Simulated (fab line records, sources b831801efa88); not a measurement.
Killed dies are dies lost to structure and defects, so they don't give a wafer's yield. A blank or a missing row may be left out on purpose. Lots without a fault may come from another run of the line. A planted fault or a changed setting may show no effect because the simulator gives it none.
fab line records | flow gf180mcu
record lots=5 wafers=15 last_day=34
route steps=602 shown LVPWELL@62 MVSD@66 MVPSD@78 VT_IMPLANT@90
lots that met no fault: from a run of the same line without faults
start_h: hours from the record's first day to the start of the lot's first wafer shown | wait_h: hours since the lot's step before | " the same as in the row above | L1.1+2: a row that stands for several wafers | - no value, or no start given | * or withheld: withheld | < > ~ a bound
route shown NAME@n: a module of which the file shows steps, and the number in the route of the first | usual: mean/standard deviation of fault-free wafers | same: alike in all rows | chamber/n: place in a boat | sites: the reading at each site | _std_site: their standard deviation | _edge_site: outer sites' mean less inner sites' | radius_mm: how far each site lies from the wafer's centre | mask NAME#n: copy n | behind: the tool/chamber that last shaped the wafer | hold: why the lot was held/for how many hours/how that ended | device: the transistor (n, p or np) that didn't switch | end of line: the same wafers' tests at the end of the route | a step without rows: its recipe alone | killed: dies lost to structure and defects at the first sort, not the wafer's yield | map: a wafer's dies, x killed, . not, _ none there
set.NAME: the setting as run; set.NAME@STEP: as run at that earlier step | model.NAME: the simulator's own value behind a step, which no gauge read
lots at some steps of the route; a table a step, a row a wafer
services: from which hour (start_h, from the record's first day; less than 0 if before it) a tool's chamber was out of use, for how many hours, and why
## steps
# step GF_LVPWELL_IMPLANT_08
# recipe species=B energy_kev=170 dose_cm2=1.5e+13 tilt_deg=0
# usual beam_on_s=10.00/0.2
# columns lot.wafer tool chamber start_h wait_h beam_on_s
L081.2 implanter-01 0 107.45 0.0 10.14
L081.5 " 0 " " 10.22
L081.6 " 0 " " 9.99
L087.1 implanter-02 0 141.83 0.0 9.97
L087.3 " 0 " " 10.13
L087.5 " 0 " " 10.09
L088.2 implanter-02 0 147.89 0.0 10.11
L088.3 " 0 " " 9.90
L088.5 " 0 " " 10.12
L091.1 implanter-02 0 163.48 0.0 9.96
L091.3 " 0 " " 10.33
L091.5 " 0 " " 10.01
L095.3 implanter-01 0 185.92 0.1 9.91
L095.5 " 0 " " 9.64
L095.6 " 0 " " 9.72
# step GF_LVPWELL_IMPLANT_09
# recipe species=B energy_kev=60 dose_cm2=5e+12 tilt_deg=0
# usual beam_on_s=10.01/0.2
# columns lot.wafer tool chamber start_h wait_h beam_on_s
L081.2 implanter-01 0 107.60 0.1 10.04
L081.5 " 0 " " 10.20
L081.6 " 0 " " 10.30
L087.1 implanter-02 0 141.98 0.1 10.05
L087.3 " 0 " " 10.30
L087.5 " 0 " " 10.20
L088.2 implanter-02 0 148.04 0.1 10.27
L088.3 " 0 " " 9.98
L088.5 " 0 " " 9.75
L091.1 implanter-02 0 163.63 0.1 9.75
L091.3 " 0 " " 10.22
L091.5 " 0 " " 9.91
L095.3 implanter-01 0 186.07 0.1 10.02
L095.5 " 0 " " 9.89
L095.6 " 0 " " 10.17
# step GF_LVPWELL_STRIP_10
# recipe chemistry=O2/N2 power_w=1400 pressure_mtorr=1500 platen_temp_c=250 o2_flow_sccm=3000 n2_flow_sccm=300 overash_fraction=0.5
# usual drypump_motor_current_A=5.9/0.54 heater_power_w=314/35 oes_product_au=0.722/0.0042 strip_time_to_endpoint_s=36.94/0.1
# columns lot.wafer tool chamber start_h wait_h drypump_motor_current_A heater_power_w oes_product_au rf_hours_counter_h strip_time_to_endpoint_s
L081.2 plasma_asher-04 1 107.73 0.1 6.1 276 0.728 45 36.92
L081.5 " 0 " " 4.8 293 0.722 - 36.82
L081.6 " 1 " " 6.1 285 0.715 - 36.84
L087.1 plasma_asher-03 1 142.13 0.1 6.2 349 0.709 2 36.89
L087.3 " 0 " " 6.0 269 0.728 - 36.87
L087.5 " 1 " " 6.2 362 0.721 - 37.01
L088.2 plasma_asher-02 0 148.17 0.1 6.4 338 0.724 47 36.88
L088.3 " 1 " " 5.3 319 0.723 - 36.89
L088.5 " 0 " " 6.5 334 0.724 - 36.77
L091.1 plasma_asher-03 1 163.78 0.1 6.2 356 0.726 5 36.97
L091.3 " 0 " " 6.0 265 0.721 - 36.85
L091.5 " 1 " " 6.2 354 0.723 - 36.91
L095.3 plasma_asher-02 1 186.20 0.1 5.3 329 0.721 - 36.94
L095.5 " 1 " " 5.3 325 0.722 - 37.04
L095.6 " 0 " " 6.4 334 0.721 - 36.94
# step GF_LVPWELL_TW_MEAS_11
# usual LVPWELL_TW=558.3/2.9
# columns lot.wafer tool chamber start_h wait_h LVPWELL_TW
L081.2 film_metro-02 - 107.84 0.1 560.4
L081.5 " - " " 558.3
L081.6 " - " " 561.6
L087.1 film_metro-02 - 142.23 0.1 562.2
L087.3 " - " " 559.6
L087.5 " - " " 558.9
L088.2 film_metro-03 - 148.28 0.1 560.9
L088.3 " - " " 562.8
L088.5 " - " " 563.3
L091.1 film_metro-04 - 163.88 0.1 558.1
L091.3 " - " " 560.2
L091.5 " - " " 560.9
L095.3 film_metro-04 - 186.29 0.1 554.5
L095.5 " - " " 552.5
L095.6 " - " " 552.9
# step GF_MVSD_DEHYDRATE_00
# recipe temp_c=200 time_s=60
# same time_s=60
# columns lot.wafer tool chamber start_h wait_h
L081.2+5+6 litho_track-01 0 113.97 6.1
L087.1+3+5 litho_track-02 0 149.83 7.6
L088.2+3+5 litho_track-03 0 154.91 6.6
L091.1+3+5 litho_track-03 0 171.03 7.1
L095.3+5+6 litho_track-01 0 193.94 7.6
# step GF_MVSD_HMDS_01
# recipe prime_time_s=60 prime_temp_c=120
# columns lot.wafer tool chamber start_h wait_h
L081.2+5+6 litho_track-01 0 114.12 0.1
L087.1+3+5 litho_track-02 0 149.98 0.1
L088.2+3+5 litho_track-03 0 155.06 0.1
L091.1+3+5 litho_track-03 0 171.18 0.1
L095.3+5+6 litho_track-01 0 194.09 0.1
# step GF_MVSD_COAT_02
# recipe spin_rpm=2000 resist_thk_nm=3000
# columns lot.wafer tool chamber start_h wait_h
L081.2+5+6 litho_track-01 0 114.27 0.1
L087.1+3+5 litho_track-02 0 150.13 0.1
L088.2+3+5 litho_track-03 0 155.21 0.1
L091.1+3+5 litho_track-03 0 171.33 0.1
L095.3+5+6 litho_track-01 0 194.24 0.1
# step GF_MVSD_SOFTBAKE_03
# recipe temp_c=110 time_s=withheld
# columns lot.wafer tool chamber start_h wait_h
L081.2+5+6 litho_track-01 0 114.42 0.1
L087.1+3+5 litho_track-02 0 150.28 0.1
L088.2+3+5 litho_track-03 0 155.36 0.1
L091.1+3+5 litho_track-03 0 171.48 0.1
L095.3+5+6 litho_track-01 0 194.41 0.1
# step GF_MVSD_EXPOSE_04
# recipe mask_id=MVSD target_cd_nm=1000 na=0.6 source_shape=conventional sigma_outer=0.6 dose_mj=260
# columns lot.wafer tool chamber start_h wait_h mask
L081.2+5+6 iline_stepper-02 0 - - MVSD#0
L087.1+3+5 iline_stepper-02 0 - - MVSD#0
L088.2+3+5 iline_stepper-02 0 - - MVSD#0
L091.1+3+5 iline_stepper-02 0 - - MVSD#0
L095.3+5+6 iline_stepper-01 0 - - MVSD#0
# step GF_MVSD_PEB_05
# recipe temp_c=115 time_s=withheld
# columns lot.wafer tool chamber start_h wait_h
L081.2+5+6 litho_track-01 0 - -
L087.1+3+5 litho_track-02 0 - -
L088.2+3+5 litho_track-03 0 - -
L091.1+3+5 litho_track-01 0 - -
L095.3+5+6 litho_track-01 0 - -
# step GF_MVSD_DEVELOP_06
# recipe wall_angle_deg=90 develop_time_s=60 dev_temp_c=23
# columns lot.wafer tool chamber start_h wait_h
L081.2+5+6 litho_track-01 0 - -
L087.1+3+5 litho_track-02 0 - -
L088.2+3+5 litho_track-03 0 - -
L091.1+3+5 litho_track-01 0 - -
L095.3+5+6 litho_track-01 0 - -
# step GF_MVSD_OVL_MEAS_07
# usual MVSD_OVL=1.6/1.2
# columns lot.wafer tool chamber start_h wait_h MVSD_OVL[nm]
L081.2 overlay-01 - 121.65 - 2.3
L081.5 " - " " 2.1
L081.6 " - " " 1.4
L087.1 overlay-01 - 158.33 - 0.5
L087.3 " - " " 0.9
L087.5 " - " " 3.2
L088.2 overlay-01 - 163.09 - 1.7
L088.3 " - " " 0.7
L088.5 " - " " 2.0
L091.1 overlay-01 - 179.69 - 1.1
L091.3 " - " " 1.2
L091.5 " - " " 1.9
L095.3 overlay-01 - 202.95 - 2.8
L095.5 " - " " 1.7
L095.6 " - " " 2.5
# step GF_MVSD_IMPLANT_08
# recipe species=P energy_kev=400 dose_cm2=1.6e+13 tilt_deg=0
# usual beam_on_s=9.99/0.2
# columns lot.wafer tool chamber start_h wait_h beam_on_s
L081.2 implanter-01 0 121.70 0.0 9.88
L081.5 " 0 " " 10.28
L081.6 " 0 " " 10.05
L087.1 implanter-02 0 158.36 0.0 9.78
L087.3 " 0 " " 9.57
L087.5 " 0 " " 9.70
L088.2 implanter-01 0 163.14 0.0 9.95
L088.3 " 0 " " 9.80
L088.5 " 0 " " 9.88
L091.1 implanter-01 0 179.73 0.0 9.75
L091.3 " 0 " " 9.83
L091.5 " 0 " " 9.85
L095.3 implanter-04 0 203.02 0.1 9.88
L095.5 " 0 " " 9.46
L095.6 " 0 " " 9.66
# step GF_MVSD_IMPLANT_09
# recipe species=P energy_kev=100 dose_cm2=5e+12 tilt_deg=0
# usual beam_on_s=10.00/0.18
# columns lot.wafer tool chamber start_h wait_h beam_on_s
L081.2 implanter-01 0 121.85 0.1 10.19
L081.5 " 0 " " 9.80
L081.6 " 0 " " 10.40
L087.1 implanter-02 0 158.51 0.1 9.72
L087.3 " 0 " " 9.72
L087.5 " 0 " " 10.22
L088.2 implanter-01 0 163.29 0.1 10.01
L088.3 " 0 " " 9.96
L088.5 " 0 " " 9.92
L091.1 implanter-01 0 179.88 0.1 10.28
L091.3 " 0 " " 9.92
L091.5 " 0 " " 9.84
L095.3 implanter-04 0 203.17 0.1 9.95
L095.5 " 0 " " 9.94
L095.6 " 0 " " 9.84
# step GF_MVSD_STRIP_10
# recipe chemistry=O2/N2 power_w=1400 pressure_mtorr=1500 platen_temp_c=250 o2_flow_sccm=3000 n2_flow_sccm=300 overash_fraction=0.5
# usual drypump_motor_current_A=5.9/0.35 heater_power_w=322/35 oes_product_au=0.722/0.0043 strip_time_to_endpoint_s=36.94/0.12
# columns lot.wafer tool chamber start_h wait_h drypump_motor_current_A heater_power_w oes_product_au rf_hours_counter_h strip_time_to_endpoint_s
L081.2 plasma_asher-01 0 121.98 0.1 5.5 352 0.715 35 37.01
L081.5 " 0 " " 5.5 345 0.716 - 37.06
L081.6 " 1 " " 5.8 318 0.724 - 37.02
L087.1 plasma_asher-02 0 158.66 0.1 6.4 331 0.724 48 37.01
L087.3 " 1 " " 5.3 319 0.726 - 37.09
L087.5 " 1 " " 5.3 325 0.730 - 37.04
L088.2 plasma_asher-01 1 163.42 0.1 5.8 315 0.725 40 36.81
L088.3 " 0 " " 5.5 356 0.724 - 36.89
L088.5 " 0 " " 5.5 356 0.718 - 36.85
L091.1 plasma_asher-01 0 180.03 0.1 5.5 353 0.729 42 36.91
L091.3 " 0 " " 5.5 351 0.723 - 36.93
L091.5 " 1 " " 5.8 316 0.718 - 36.88
L095.3 plasma_asher-03 0 203.31 0.1 6.0 267 0.718 - 37.13
L095.5 " 0 " " 5.9 258 0.733 - 37.03
L095.6 " 1 " " 6.2 351 0.721 - 37.03
# step GF_MVSD_TW_MEAS_11
# usual MVSD_TW=1575/7.2
# columns lot.wafer tool chamber start_h wait_h MVSD_TW
L081.2 film_metro-04 - 122.09 0.1 1567
L081.5 " - " " 1574
L081.6 " - " " 1571
L087.1 film_metro-04 - 158.76 0.1 1569
L087.3 " - " " 1582
L087.5 " - " " 1570
L088.2 film_metro-04 - 163.53 0.1 1577
L088.3 " - " " 1588
L088.5 " - " " 1580
L091.1 film_metro-02 - 180.13 0.1 1578
L091.3 " - " " 1588
L091.5 " - " " 1589
L095.3 film_metro-04 - 203.39 0.1 1585
L095.5 " - " " 1576
L095.6 " - " " 1570
# step GF_MVPSD_DEHYDRATE_00
# recipe temp_c=200 time_s=60
# same time_s=60
# columns lot.wafer tool chamber start_h wait_h
L081.2+5+6 litho_track-02 0 128.85 6.8
L087.1+3+5 litho_track-02 0 165.73 7.0
L088.2+3+5 litho_track-04 0 170.82 7.3
L091.1+3+5 litho_track-02 0 188.07 7.9
L095.3+5+6 litho_track-01 0 210.99 7.6
# step GF_MVPSD_HMDS_01
# recipe prime_time_s=60 prime_temp_c=120
# columns lot.wafer tool chamber start_h wait_h
L081.2+5+6 litho_track-02 0 129.00 0.1
L087.1+3+5 litho_track-02 0 165.88 0.1
L088.2+3+5 litho_track-04 0 170.97 0.1
L091.1+3+5 litho_track-02 0 188.22 0.1
L095.3+5+6 litho_track-01 0 211.14 0.1
# step GF_MVPSD_COAT_02
# recipe spin_rpm=2000 resist_thk_nm=3000
# columns lot.wafer tool chamber start_h wait_h
L081.2+5+6 litho_track-02 0 129.15 0.1
L087.1+3+5 litho_track-02 0 166.03 0.1
L088.2+3+5 litho_track-04 0 171.12 0.1
L091.1+3+5 litho_track-02 0 188.37 0.1
L095.3+5+6 litho_track-01 0 211.29 0.1
# step GF_MVPSD_SOFTBAKE_03
# recipe temp_c=110 time_s=withheld
# columns lot.wafer tool chamber start_h wait_h
L081.2+5+6 litho_track-02 0 129.31 0.1
L087.1+3+5 litho_track-02 0 166.18 0.1
L088.2+3+5 litho_track-04 0 171.28 0.1
L091.1+3+5 litho_track-02 0 188.52 0.1
L095.3+5+6 litho_track-01 0 211.46 0.1
# step GF_MVPSD_EXPOSE_04
# recipe mask_id=MVPSD target_cd_nm=1000 na=0.6 source_shape=conventional sigma_outer=0.6 dose_mj=260
# columns lot.wafer tool chamber start_h wait_h mask
L081.2+5+6 iline_stepper-01 0 - - MVPSD#0
L087.1+3+5 iline_stepper-01 0 - - MVPSD#0
L088.2+3+5 iline_stepper-01 0 - - MVPSD#0
L091.1+3+5 iline_stepper-02 0 - - MVPSD#0
L095.3+5+6 iline_stepper-01 0 - - MVPSD#0
# step GF_MVPSD_PEB_05
# recipe temp_c=115 time_s=withheld
# columns lot.wafer tool chamber start_h wait_h
L081.2+5+6 litho_track-04 0 - -
L087.1+3+5 litho_track-04 0 - -
L088.2+3+5 litho_track-04 0 - -
L091.1+3+5 litho_track-04 0 - -
L095.3+5+6 litho_track-04 0 - -
# step GF_MVPSD_DEVELOP_06
# recipe wall_angle_deg=90 develop_time_s=60 dev_temp_c=23
# columns lot.wafer tool chamber start_h wait_h
L081.2+5+6 litho_track-04 0 - -
L087.1+3+5 litho_track-04 0 - -
L088.2+3+5 litho_track-04 0 - -
L091.1+3+5 litho_track-04 0 - -
L095.3+5+6 litho_track-04 0 - -
# step GF_MVPSD_OVL_MEAS_07
# usual MVPSD_OVL=0.0/1.5
# columns lot.wafer tool chamber start_h wait_h MVPSD_OVL[nm]
L081.2 overlay-02 - 137.36 - 0.4
L081.5 " - " " 0.2
L081.6 " - " " -0.6
L087.1 overlay-02 - 173.75 - -2.3
L087.3 " - " " -0.6
L087.5 " - " " -1.1
L088.2 overlay-02 - 179.56 - -0.5
L088.3 " - " " -1.0
L088.5 " - " " 0.0
L091.1 overlay-01 - 197.05 - -1.2
L091.3 " - " " -1.9
L091.5 " - " " -0.7
L095.3 overlay-01 - 220.26 - -1.0
L095.5 " - " " 0.8
L095.6 " - " " 0.2
# step GF_MVPSD_IMPLANT_08
# recipe species=B energy_kev=170 dose_cm2=1.5e+13 tilt_deg=0
# usual beam_on_s=10.02/0.21
# columns lot.wafer tool chamber start_h wait_h beam_on_s
L081.2 implanter-04 0 137.41 0.0 10.30
L081.5 " 0 " " 9.90
L081.6 " 0 " " 9.79
L087.1 implanter-04 0 173.79 0.0 9.98
L087.3 " 0 " " 10.07
L087.5 " 0 " " 10.16
L088.2 implanter-03 0 179.61 0.0 9.89
L088.3 " 0 " " 9.79
L088.5 " 0 " " 9.75
L091.1 implanter-02 0 197.08 0.0 10.02
L091.3 " 0 " " 10.06
L091.5 " 0 " " 9.99
L095.3 implanter-02 0 220.33 0.1 10.18
L095.5 " 0 " " 9.79
L095.6 " 0 " " 9.90
# step GF_MVPSD_IMPLANT_09
# recipe species=B energy_kev=40 dose_cm2=5e+12 tilt_deg=0
# usual beam_on_s=10.00/0.2
# columns lot.wafer tool chamber start_h wait_h beam_on_s
L081.2 implanter-04 0 137.56 0.1 10.15
L081.5 " 0 " " 9.88
L081.6 " 0 " " 9.89
L087.1 implanter-04 0 173.94 0.1 10.16
L087.3 " 0 " " 9.90
L087.5 " 0 " " 9.65
L088.2 implanter-03 0 179.76 0.1 9.66
L088.3 " 0 " " 10.34
L088.5 " 0 " " 9.92
L091.1 implanter-02 0 197.23 0.1 9.73
L091.3 " 0 " " 9.89
L091.5 " 0 " " 9.84
L095.3 implanter-02 0 220.48 0.1 10.03
L095.5 " 0 " " 10.13
L095.6 " 0 " " 9.97
# step GF_MVPSD_STRIP_10
# recipe chemistry=O2/N2 power_w=1400 pressure_mtorr=1500 platen_temp_c=250 o2_flow_sccm=3000 n2_flow_sccm=300 overash_fraction=0.5
# usual drypump_motor_current_A=5.8/0.46 heater_power_w=311/36 oes_product_au=0.722/0.0047 strip_time_to_endpoint_s=36.96/0.094
# columns lot.wafer tool chamber start_h wait_h drypump_motor_current_A heater_power_w oes_product_au rf_hours_counter_h strip_time_to_endpoint_s
L081.2 plasma_asher-03 0 137.69 0.1 6.0 260 0.717 2 37.04
L081.5 " 1 " " 6.2 357 0.728 - 37.10
L081.6 " 0 " " 6.0 265 0.726 - 37.18
L087.1 plasma_asher-04 0 174.09 0.1 4.8 302 0.718 52 37.14
L087.3 " 0 " " 4.8 298 0.723 - 36.91
L087.5 " 0 " " 4.8 297 0.722 - 37.04
L088.2 plasma_asher-04 1 179.89 0.1 6.1 280 0.722 53 37.00
L088.3 " 0 " " 4.8 285 0.709 - 36.94
L088.5 " 1 " " 6.1 288 0.730 - 36.98
L091.1 plasma_asher-03 0 197.38 0.1 6.0 272 0.725 8 36.91
L091.3 " 1 " " 6.2 357 0.722 - 36.95
L091.5 " 0 " " 6.0 264 0.724 - 36.97
L095.3 plasma_asher-01 0 220.62 0.1 5.5 354 0.716 - 37.04
L095.5 " 0 " " 5.6 353 0.722 - 36.97
L095.6 " 1 " " 5.8 322 0.716 - 37.05
# step GF_MVPSD_TW_MEAS_11
# usual MVPSD_TW=552.6/2.9
# columns lot.wafer tool chamber start_h wait_h MVPSD_TW
L081.2 film_metro-04 - 137.80 0.1 550.8
L081.5 " - " " 546.1
L081.6 " - " " 551.8
L087.1 film_metro-02 - 174.19 0.1 555.3
L087.3 " - " " 554.7
L087.5 " - " " 553.3
L088.2 film_metro-02 - 180.00 0.1 554.1
L088.3 " - " " 551.7
L088.5 " - " " 551.5
L091.1 film_metro-02 - 197.48 0.1 556.7
L091.3 " - " " 553.0
L091.5 " - " " 554.4
L095.3 film_metro-03 - 220.70 0.1 558.2
L095.5 " - " " 561.1
L095.6 " - " " 554.7
# step GF_VT_IMPLANT_DEHYDRATE_00
# recipe temp_c=200 time_s=60
# same time_s=60
# columns lot.wafer tool chamber start_h wait_h
L081.2+5+6 litho_track-02 0 145.05 7.2
L087.1+3+5 litho_track-02 0 181.78 7.6
L088.2+3+5 litho_track-04 0 187.87 7.9
L091.1+3+5 litho_track-03 0 205.18 7.7
L095.3+5+6 litho_track-02 0 229.62 8.9
# step GF_VT_IMPLANT_HMDS_01
# recipe prime_time_s=60 prime_temp_c=120
# columns lot.wafer tool chamber start_h wait_h
L081.2+5+6 litho_track-02 0 145.20 0.1
L087.1+3+5 litho_track-02 0 181.93 0.1
L088.2+3+5 litho_track-04 0 188.02 0.1
L091.1+3+5 litho_track-03 0 205.33 0.1
L095.3+5+6 litho_track-02 0 229.77 0.1
# step GF_VT_IMPLANT_COAT_02
# recipe resist=NOVOLAK spin_rpm=3000 resist_thk_nm=1000
# columns lot.wafer tool chamber start_h wait_h
L081.2+5+6 litho_track-02 0 145.35 0.1
L087.1+3+5 litho_track-02 0 182.08 0.1
L088.2+3+5 litho_track-04 0 188.17 0.1
L091.1+3+5 litho_track-03 0 205.48 0.1
L095.3+5+6 litho_track-02 0 229.92 0.1
# step GF_VT_IMPLANT_SOFTBAKE_03
# recipe temp_c=90 time_s=60 resist=NOVOLAK
# same time_s=60
# columns lot.wafer tool chamber start_h wait_h
L081.2+5+6 litho_track-02 0 145.50 0.1
L087.1+3+5 litho_track-02 0 182.23 0.1
L088.2+3+5 litho_track-04 0 188.32 0.1
L091.1+3+5 litho_track-03 0 205.63 0.1
L095.3+5+6 litho_track-02 0 230.07 0.1
# step GF_VT_IMPLANT_EXPOSE_04
# recipe mask_id=LVPWELL_LV_AREA target_cd_nm=600 na=0.6 source_shape=conventional sigma_outer=0.6 dose_mj=140
# columns lot.wafer tool chamber start_h wait_h mask
L081.2+5+6 iline_stepper-01 0 - - LVPWELL_LV_AREA#0
L087.1+3+5 iline_stepper-02 0 - - LVPWELL_LV_AREA#0
L088.2+3+5 iline_stepper-01 0 - - LVPWELL_LV_AREA#0
L091.1+3+5 iline_stepper-01 0 - - LVPWELL_LV_AREA#0
L095.3+5+6 iline_stepper-01 0 - - LVPWELL_LV_AREA#0
# step GF_VT_IMPLANT_PEB_05
# recipe temp_c=withheld time_s=* resist=NOVOLAK
# same time_s=*
# columns lot.wafer tool chamber start_h wait_h
L081.2+5+6 litho_track-04 0 - -
L087.1+3+5 litho_track-04 0 - -
L088.2+3+5 litho_track-04 0 - -
L091.1+3+5 litho_track-03 0 - -
L095.3+5+6 litho_track-03 0 - -
# step GF_VT_IMPLANT_DEVELOP_06
# recipe develop_time_s=60 dev_temp_c=23
# columns lot.wafer tool chamber start_h wait_h
L081.2+5+6 litho_track-04 0 153.32 0.1
L087.1+3+5 litho_track-04 0 189.80 0.1
L088.2+3+5 litho_track-04 0 196.57 0.1
L091.1+3+5 litho_track-03 0 212.88 0.1
L095.3+5+6 litho_track-03 0 239.38 0.1
# step GF_VT_IMPLANT_OVL_MEAS_07
# usual VT_IMPLANT_OVL=-0.3/1.3
# columns lot.wafer tool chamber start_h wait_h VT_IMPLANT_OVL[nm]
L081.2 overlay-01 - 153.46 0.1 -0.1
L081.5 " - " " -1.7
L081.6 " - " " -2.0
L087.1 overlay-01 - 189.95 0.1 1.6
L087.3 " - " " 1.5
L087.5 " - " " 2.0
L088.2 overlay-01 - 196.70 0.1 -1.3
L088.3 " - " " 0.4
L088.5 " - " " -0.3
L091.1 overlay-02 - 213.03 0.1 1.0
L091.3 " - " " 0.5
L091.5 " - " " 2.2
L095.3 overlay-01 - 239.49 0.1 -1.4
L095.5 " - " " -1.4
L095.6 " - " " 0.2
# step GF_VT_IMPLANT_IMPLANT_08
# recipe species=BF2 energy_kev=20 dose_cm2=8.29e+12 tilt_deg=7
# usual beam_on_s=10.01/0.21
# columns lot.wafer tool chamber start_h wait_h beam_on_s
L081.2 implanter-03 0 153.51 0.0 9.92
L081.5 " 0 " " 9.92
L081.6 " 0 " " 9.93
L087.1 implanter-03 0 189.99 0.0 9.98
L087.3 " 0 " " 10.10
L087.5 " 0 " " 9.70
L088.2 implanter-03 0 196.76 0.0 10.37
L088.3 " 0 " " 9.59
L088.5 " 0 " " 10.04
L091.1 implanter-01 0 213.07 0.0 9.85
L091.3 " 0 " " 9.98
L091.5 " 0 " " 10.10
L095.3 implanter-01 0 239.57 0.1 9.90
L095.5 " 0 " " 10.16
L095.6 " 0 " " 10.02
# step GF_VT_IMPLANT_STRIP_09
# recipe chemistry=O2/N2 power_w=1400 pressure_mtorr=1500 platen_temp_c=250 o2_flow_sccm=3000 n2_flow_sccm=300 overash_fraction=0.5
# usual drypump_motor_current_A=5.7/0.53 heater_power_w=319/23 oes_product_au=0.716/0.0046 strip_time_to_endpoint_s=12.63/0.036
# columns lot.wafer tool chamber start_h wait_h drypump_motor_current_A heater_power_w oes_product_au rf_hours_counter_h strip_time_to_endpoint_s
L081.2 plasma_asher-01 1 153.64 0.1 5.8 318 0.711 39 12.64
L081.5 " 0 " " 5.5 348 0.718 - 12.65
L081.6 " 1 " " 5.8 328 0.720 - 12.65
L087.1 plasma_asher-04 1 190.14 0.1 6.1 283 0.708 54 12.64
L087.3 " 0 " " 4.8 294 0.712 - 12.62
L087.5 " 0 " " 4.8 288 0.711 - 12.63
L088.2 plasma_asher-01 0 196.88 0.1 5.5 352 0.711 43 12.71
L088.3 " 0 " " 5.5 357 0.721 - 12.65
L088.5 " 1 " " 5.8 324 0.719 - 12.62
L091.1 plasma_asher-04 1 213.22 0.1 6.1 287 0.714 56 12.55
L091.3 " 0 " " 4.8 298 0.721 - 12.56
L091.5 " 0 " " 4.8 295 0.717 - 12.54
L095.3 plasma_asher-02 0 239.70 0.1 6.4 344 0.721 - 12.67
L095.5 " 1 " " 5.3 312 0.715 - 12.70
L095.6 " 0 " " 6.4 344 0.708 - 12.68
# step GF_VT_IMPLANT_TW_MEAS_10
# usual VT_IMPLANT_TW=569/9.7
# columns lot.wafer tool chamber start_h wait_h VT_IMPLANT_TW
L081.2 film_metro-04 - 153.75 0.1 562
L081.5 " - " " 565
L081.6 " - " " 563
L087.1 film_metro-01 - 190.24 0.1 580
L087.3 " - " " 579
L087.5 " - " " 579
L088.2 film_metro-03 - 196.99 0.1 568
L088.3 " - " " 566
L088.5 " - " " 563
L091.1 film_metro-04 - 213.32 0.1 562
L091.3 " - " " 565
L091.5 " - " " 561
L095.3 film_metro-01 - 239.79 0.1 580
L095.5 " - " " 580
L095.6 " - " " 581
# step GF_VT_IMPLANT_DEHYDRATE_11
# recipe temp_c=200 time_s=60
# same time_s=60
# columns lot.wafer tool chamber start_h wait_h
L081.2+5+6 litho_track-02 0 160.95 7.2
L087.1+3+5 litho_track-02 0 197.87 7.6
L088.2+3+5 litho_track-04 0 204.82 7.8
L091.1+3+5 litho_track-04 0 221.75 8.4
L095.3+5+6 litho_track-03 0 247.98 8.2
# step GF_VT_IMPLANT_HMDS_12
# recipe prime_time_s=60 prime_temp_c=120
# columns lot.wafer tool chamber start_h wait_h
L081.2+5+6 litho_track-02 0 161.10 0.1
L087.1+3+5 litho_track-02 0 198.02 0.1
L088.2+3+5 litho_track-04 0 204.97 0.1
L091.1+3+5 litho_track-04 0 221.90 0.1
L095.3+5+6 litho_track-03 0 248.13 0.1
# step GF_VT_IMPLANT_COAT_13
# recipe resist=NOVOLAK spin_rpm=3000 resist_thk_nm=1000
# columns lot.wafer tool chamber start_h wait_h
L081.2+5+6 litho_track-02 0 161.25 0.1
L087.1+3+5 litho_track-02 0 198.17 0.1
L088.2+3+5 litho_track-04 0 205.12 0.1
L091.1+3+5 litho_track-04 0 222.05 0.1
L095.3+5+6 litho_track-03 0 248.28 0.1
# step GF_VT_IMPLANT_SOFTBAKE_14
# recipe temp_c=90 time_s=60 resist=NOVOLAK
# same time_s=60
# columns lot.wafer tool chamber start_h wait_h
L081.2+5+6 litho_track-02 0 161.40 0.1
L087.1+3+5 litho_track-02 0 198.32 0.1
L088.2+3+5 litho_track-04 0 205.27 0.1
L091.1+3+5 litho_track-04 0 222.20 0.1
L095.3+5+6 litho_track-03 0 248.43 0.1
# step GF_VT_IMPLANT_EXPOSE_15
# recipe mask_id=Nwell_LV_AREA target_cd_nm=860 na=0.6 source_shape=conventional sigma_outer=0.6 dose_mj=140
# columns lot.wafer tool chamber start_h wait_h mask
L081.2+5+6 iline_stepper-02 0 - - Nwell_LV_AREA#0
L087.1+3+5 iline_stepper-02 0 - - Nwell_LV_AREA#0
L088.2+3+5 iline_stepper-02 0 - - Nwell_LV_AREA#0
L091.1+3+5 iline_stepper-01 0 - - Nwell_LV_AREA#0
L095.3+5+6 iline_stepper-01 0 - - Nwell_LV_AREA#0
# step GF_VT_IMPLANT_PEB_16
# recipe temp_c=withheld time_s=* resist=NOVOLAK
# same time_s=*
# columns lot.wafer tool chamber start_h wait_h
L081.2+5+6 litho_track-03 0 - -
L087.1+3+5 litho_track-03 0 - -
L088.2+3+5 litho_track-02 0 - -
L091.1+3+5 litho_track-04 0 - -
L095.3+5+6 litho_track-03 0 - -
# step GF_VT_IMPLANT_DEVELOP_17
# recipe develop_time_s=60 dev_temp_c=23
# columns lot.wafer tool chamber start_h wait_h
L081.2+5+6 litho_track-03 0 168.96 0.1
L087.1+3+5 litho_track-03 0 206.53 0.1
L088.2+3+5 litho_track-02 0 212.70 0.1
L091.1+3+5 litho_track-04 0 230.70 0.1
L095.3+5+6 litho_track-03 0 257.63 0.1
# step GF_VT_IMPLANT_OVL_MEAS_18
# usual VT_IMPLANT_01_OVL=-0.1/1.5
# columns lot.wafer tool chamber start_h wait_h VT_IMPLANT_01_OVL[nm]
L081.2 overlay-01 - 169.09 0.1 0.3
L081.5 " - " " 1.8
L081.6 " - " " -1.2
L087.1 overlay-01 - 206.68 0.1 -1.1
L087.3 " - " " -0.7
L087.5 " - " " -2.8
L088.2 overlay-02 - 212.83 0.1 -1.8
L088.3 " - " " -1.1
L088.5 " - " " -2.7
L091.1 overlay-02 - 230.85 0.1 0.1
L091.3 " - " " 1.2
L091.5 " - " " -0.2
L095.3 overlay-02 - 257.74 0.1 -0.4
L095.5 " - " " 0.6
L095.6 " - " " 1.7
## services
# columns tool chamber start_h hours kind
plasma_asher-02 - 84.12 1.7 repair
implanter-04 - 86.37 3.9 repair
iline_stepper-02 - 97.61 3.8 repair
implanter-01 - 99.70 3.2 pm
plasma_asher-03 - 106.45 2.2 repair
plasma_asher-03 - 108.75 9.0 pm
plasma_asher-03 0 108.75 9.0 vent_cycle
plasma_asher-03 1 108.75 9.0 vent_cycle
plasma_asher-04 - 109.05 2.8 repair
iline_stepper-01 0 109.87 - calibration
iline_stepper-02 0 117.46 - calibration
plasma_asher-03 0 117.75 - clean
plasma_asher-03 1 117.75 - clean
iline_stepper-01 - 122.50 1.7 pm
implanter-03 - 136.53 1.7 pm
plasma_asher-02 - 145.01 0.5 repair
plasma_asher-02 - 152.58 1.3 repair
implanter-04 - 157.85 0.8 repair
iline_stepper-01 - 178.59 4.4 pm
iline_stepper-02 - 213.54 1.7 pm
plasma_asher-03 - 217.84 24.6 repair
## key
fault none
